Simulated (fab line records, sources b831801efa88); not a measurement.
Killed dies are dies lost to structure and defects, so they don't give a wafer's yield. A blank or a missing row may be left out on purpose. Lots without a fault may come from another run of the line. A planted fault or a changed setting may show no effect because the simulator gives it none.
Which tool did it? | flow sky130 | 11 lots, 33 wafers sampled, at 4 steps of a route of 708

WHAT THE GAUGES READ, wafer by wafer
SKY_SONOS_ONO_THK_MEAS_03. Usual: SONOS_ONO_CVD_02_THK 10.53 nm, standard deviation 0.14.
lot  | measured     | on            | SONOS_ONO_CVD_02_THK (nm) | flag
L963 | day 11 17:19 | film_metro-02 | 10.32 10.46 10.24         |
L964 | day 12 01:52 | film_metro-03 | 10.30 10.38 10.41         |
L965 | day 12 09:11 | film_metro-03 | 10.56 10.66 10.56         |
L968 | day 13 08:20 | film_metro-02 | 10.60 10.70 10.75         |
L969 | day 13 21:32 | film_metro-02 | 10.62 10.61 10.62         |
L970 | day 14 05:58 | film_metro-01 | 10.48 10.51 10.59         |
L971 | day 14 20:11 | film_metro-02 | 10.67 10.68 10.60         |
L972 | day 14 20:11 | film_metro-03 | 10.36 10.40 10.50         |
L981 | day 18 04:28 | film_metro-01 | 12.29 12.66 12.60         | OFF
L982 | day 18 07:48 | film_metro-03 | 11.28 11.68 12.09         | OFF
L983 | day 18 12:09 | film_metro-03 | 12.52 12.82 12.34         | OFF

SKY_METAL1_OVL_MEAS_16. Usual: METAL1_OVL 4 nm, standard deviation 6.3.
lot  | measured     | on         | METAL1_OVL (nm) | flag
L963 | day 33 00:04 | overlay-02 | 7 1 2           |
L964 | day 33 08:25 | overlay-02 | 3 2 -7          |
L965 | day 33 14:28 | overlay-02 | -1 4 -4         |
L968 | day 34 13:31 | overlay-01 | 6 6 -1          |
L969 | day 35 06:31 | overlay-02 | 10 7 5          |
L970 | day 35 12:16 | overlay-01 | 7 2 14          |
L971 | day 36 04:37 | overlay-02 | 8 6 11          |
L972 | day 36 03:41 | overlay-01 | 5 -2 1          |
L981 | day 39 02:04 | overlay-02 | 11 3 15         |
L982 | day 39 03:14 | overlay-01 | 5 9 7           |
L983 | day 39 07:01 | overlay-01 | 4 4 6           |

WHICH TOOL RAN EACH LOT (tool, then ch and the chambers of the sampled wafers, then the start)
lot  | SKY_SONOS_ONO_CVD_02        | SKY_SONOS_ONO_ETCH_15
L963 | lpcvd-02 ch 1, day 11 16:15 | rie_diel-02 ch 0,1,3, day 12 17:42
L964 | lpcvd-02 ch 1, day 12 00:49 | rie_diel-03 ch 1,2, day 13 04:03
L965 | lpcvd-02 ch 1, day 12 08:08 | rie_diel-02 ch 1,2, day 13 10:51
L968 | lpcvd-02 ch 1, day 13 07:17 | rie_diel-01 ch 1,3, day 14 11:51
L969 | lpcvd-02 ch 1, day 13 20:29 | rie_diel-03 ch 0,1,3, day 15 01:21
L970 | lpcvd-02 ch 0, day 14 04:55 | rie_diel-01 ch 0,3, day 15 08:30
L971 | lpcvd-02 ch 1, day 14 19:06 | rie_diel-01 ch 0,1,3, day 16 02:33
L972 | lpcvd-02 ch 0, day 14 19:06 | rie_diel-03 ch 0,2,3, day 16 01:15
L981 | lpcvd-02 ch 0, day 18 03:25 | rie_diel-01 ch 0,1,3, day 19 11:42
L982 | lpcvd-02 ch 0, day 18 06:43 | rie_diel-01 ch 1,2,3, day 19 15:15
L983 | lpcvd-02 ch 0, day 18 11:05 | rie_diel-03 ch 1,3, day 19 19:56
- SKY_SONOS_ONO_CVD_02: deposits Si3N4 from DCS/NH3, target thk 10.5 nm, time 180 s.
- SKY_SONOS_ONO_ETCH_15: etches the open film in CHF3/O2, target depth 19.52 nm, time 7.8 s.

WHAT THE TOOLS THEMSELVES READ (means of the sampled wafers that have a number; where no wafer has one, the mark that the record gives instead)
SKY_SONOS_ONO_CVD_02. Usual: spike_tc_centre_C 771.0 C, standard deviation 1.4; spike_tc_lower_C 769.8 C, standard deviation 1.4; spike_tc_upper_C 769.7 C, standard deviation 1.1; susceptor_temp_C 770.0 C, standard deviation 0.33; zone_power_centre_pct 14.4 %, standard deviation 1.2; zone_power_upper_pct 12.51 %, standard deviation 0.27.
lot  | tool     | spike_tc_centre_C (C) | spike_tc_lower_C (C) | spike_tc_upper_C (C) | susceptor_temp_C (C) | zone_power_centre_pct (%) | zone_power_upper_pct (%) | flag
L963 | lpcvd-02 | 771.4                 | 770.5                | 768.9                | 770.0                | 12.9                      | 12.14                    |
L964 | lpcvd-02 | 772.3                 | 771.4                | 768.7                | 770.1                | 13.0                      | 12.32                    |
L965 | lpcvd-02 | 771.6                 | 770.8                | 768.8                | 769.9                | 13.0                      | 12.40                    |
L968 | lpcvd-02 | 772.7                 | 771.7                | 769.3                | 769.9                | 12.9                      | 12.26                    |
L969 | lpcvd-02 | 771.8                 | 770.7                | 770.1                | 770.3                | 13.0                      | 12.31                    |
L970 | lpcvd-02 | 769.5                 | 768.7                | 770.1                | 770.1                | 15.4                      | 12.68                    |
L971 | lpcvd-02 | 771.5                 | 772.1                | 769.5                | 770.1                | 13.0                      | 12.23                    |
L972 | lpcvd-02 | 769.8                 | 768.5                | 769.4                | 770.5                | 15.4                      | 12.83                    |
L981 | lpcvd-02 | 792.6                 | 766.2                | 766.2                | 769.7                | 22.4                      | 9.72                     | OFF
L982 | lpcvd-02 | 792.7                 | 765.4                | 766.1                | 769.8                | 22.1                      | 9.71                     | OFF
L983 | lpcvd-02 | 792.9                 | 766.5                | 766.4                | 770.1                | 22.2                      | 9.76                     | OFF

SKY_SONOS_ONO_ETCH_15. Usual: bias_w 200.1 W, standard deviation 0.58; drypump_motor_current_A 5.6 A, standard deviation 0.41; oes_product_au 0.999 a.u., standard deviation 0.013; throttle_valve_pct 8.825 %, standard deviation 0.0092.
lot  | tool        | bias_w (W) | drypump_motor_current_A (A) | oes_product_au (a.u.) | throttle_valve_pct (%) | flag
L963 | rie_diel-02 | 200.1      | 5.8                         | 1.014                 | 8.834                  |
L964 | rie_diel-03 | 200.3      | 5.7                         | 0.990                 | 8.821                  |
L965 | rie_diel-02 | 199.9      | 5.9                         | 1.017                 | 8.830                  |
L968 | rie_diel-01 | 200.5      | 5.1                         | 1.010                 | 8.832                  |
L969 | rie_diel-03 | 200.0      | 5.7                         | 0.990                 | 8.810                  |
L970 | rie_diel-01 | 199.9      | 5.8                         | 1.011                 | 8.825                  |
L971 | rie_diel-01 | 199.9      | 5.6                         | 1.003                 | 8.829                  |
L972 | rie_diel-03 | 199.8      | 5.6                         | 0.992                 | 8.818                  |
L981 | rie_diel-01 | 199.9      | 5.6                         | 0.997                 | 8.834                  |
L982 | rie_diel-01 | 200.0      | 5.3                         | 1.002                 | 8.831                  |
L983 | rie_diel-03 | 199.7      | 5.7                         | 0.973                 | 8.818                  |

THE ANSWER, worked out from the rows above alone
Rule: a lot is off if the mean of its wafers that have a number lies more than 3 standard deviations from the usual mean. A lot without any number at a reading at which 4 lots or more have one is off too. The other lots that the step has rows for count as sound. The gauges are gone through in route order, then the tools' own readings, and for those a lot's mean is taken as printed above. The first step at which some lot is off is used, and at that step the reading that is off furthest; a lot without a number counts as furthest.
Off: L981, L982, L983, at SKY_SONOS_ONO_THK_MEAS_03 (SONOS_ONO_CVD_02_THK).
A tool fits if, at a process step before that reading, it ran every lot that is off, and no sound lot after the first of them. The gauges at SKY_SONOS_ONO_THK_MEAS_03 aren't tried: what is off there is off at SKY_SONOS_ONO_CVD_02 too, on other tools, and a gauge's error can't cause that. One fits: lpcvd-02 at SKY_SONOS_ONO_CVD_02. Its last sound lot is L971 (day 14 19:06), its first lot that is off L981 (day 18 03:25): a fault that began between those two fits.
The tool's own readings at SKY_SONOS_ONO_CVD_02 bear it out: on the lots that are off they differ by more than 5 times the standard deviation of the sound lots' means. spike_tc_centre_C reads 792.7 C there against 771.3 C on the sound lots; spike_tc_upper_C reads 766.2 C there against 769.4 C on the sound lots; zone_power_centre_pct reads 22.2 % there against 13.6 % on the sound lots; zone_power_upper_pct reads 9.73 % there against 12.40 % on the sound lots.

WHAT THE SIMULATOR HAD PUT IN
Process parameter drift: lpcvd-02, from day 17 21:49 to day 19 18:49, at SKY_SONOS_ONO_CVD_02. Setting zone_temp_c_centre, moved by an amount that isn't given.
Lots struck among those shown: L981, L982, L983. The rule above found the same.
